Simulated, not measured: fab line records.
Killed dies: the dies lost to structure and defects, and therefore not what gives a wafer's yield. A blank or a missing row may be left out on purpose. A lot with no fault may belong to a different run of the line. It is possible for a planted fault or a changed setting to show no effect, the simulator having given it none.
Code-filled problem report in 8D (eight disciplines) form | flow gf180mcu | the parts of the form that need people (team, actions taken, sign-off) are left out

## 1. PROBLEM STATEMENT
At GF_POLY_GATE_SOFTBAKE_06, heater-power-total-W averages 94.65 W over 6 wafers from 2 lots, while fault-free wafers read 93.05 W, standard deviation 0.064. Relative to the usual mean, that is a shift of +25 standard deviations.
The step: time 60 s.
First observed at day 14 02:00: wafer L444.1, on litho-track-04. The record has a number at this step for 42 wafers belonging to 14 lots. The rule behind "out" and "out of limits": a value lying over 4 standard deviations away from the usual mean. The rest of the wafers with a number are treated as sound.

## 2. WHAT IT IS; WHAT IT IS NOT
question                    | is                                 | is not
which readings at this step | heater-power-total-W, run-length-s | -
which lots                  | L444, L445                         | L427, L428, L429, L430, L432, L433, L434, L435, L437, L438, L439, L440
which wafers of those lots  | all that have a number             | -
read on which tools         | litho-track-04                     | litho-track-01, litho-track-03
when                        | from day 14 02:00                  | up to then (36 sound wafers)

## 3. SUSPECTS, AND WHAT RULES EACH OUT
Counting: a tool at a process step up to the reading stays a suspect if it ran every lot that is out and no sound lot after the first of them.
- litho-track-04 at GF_POLY_GATE_SOFTBAKE_06 (time 60 s): kept. Every lot that is out went through it, starting with L444 (day 14 02:00), and after that it ran no sound lot; the last sound lot it ran before then is L439 (day 12 15:00). Its own heater-power-total-W, run-length-s readings are out on those wafers.
The count leaves litho-track-04 at GF_POLY_GATE_SOFTBAKE_06.

## 4. THE CAUSE (what the simulator had put in)
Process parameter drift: litho-track-04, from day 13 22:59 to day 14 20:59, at GF_POLY_GATE_SOFTBAKE_06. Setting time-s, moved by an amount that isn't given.
This tool alone remained once counting was done.

## 5. THE EFFECT CHAIN, in route order
One row per reading whose mean, taken over the struck wafers that have a number, lies over 3 standard deviations from the usual. Scope: only readings with a usual standard deviation given in the record; hours: median across lots of the time from each lot's start at the first step in this table that gives one to its start at this step; sigmas: change in usual standard deviations.
hours | step                     | reading              | usual   | on struck wafers | change | sigmas
0     | GF_POLY_GATE_SOFTBAKE_06 | heater-power-total-W | 93.05 W | 94.65            | +1.60  | +25
0     | GF_POLY_GATE_SOFTBAKE_06 | run-length-s         | 89.14 s | 86.28            | -2.86  | -24
It contains these process steps:
- GF_POLY_GATE_SOFTBAKE_06: time 60 s.
Later steps that measure or inspect, where all struck wafers having a row at the step show a number for every such reading and not one has moved that far: GF_POLY_GATE_OVL_MEAS_11, GF_HV_LDD_CD_MEAS_07.

## 6. HOW IT WOULD HAVE BEEN CAUGHT EARLIER
First out-of-limits reading in this record: day 14 02:00, which is 3 hours after fault onset at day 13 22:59.
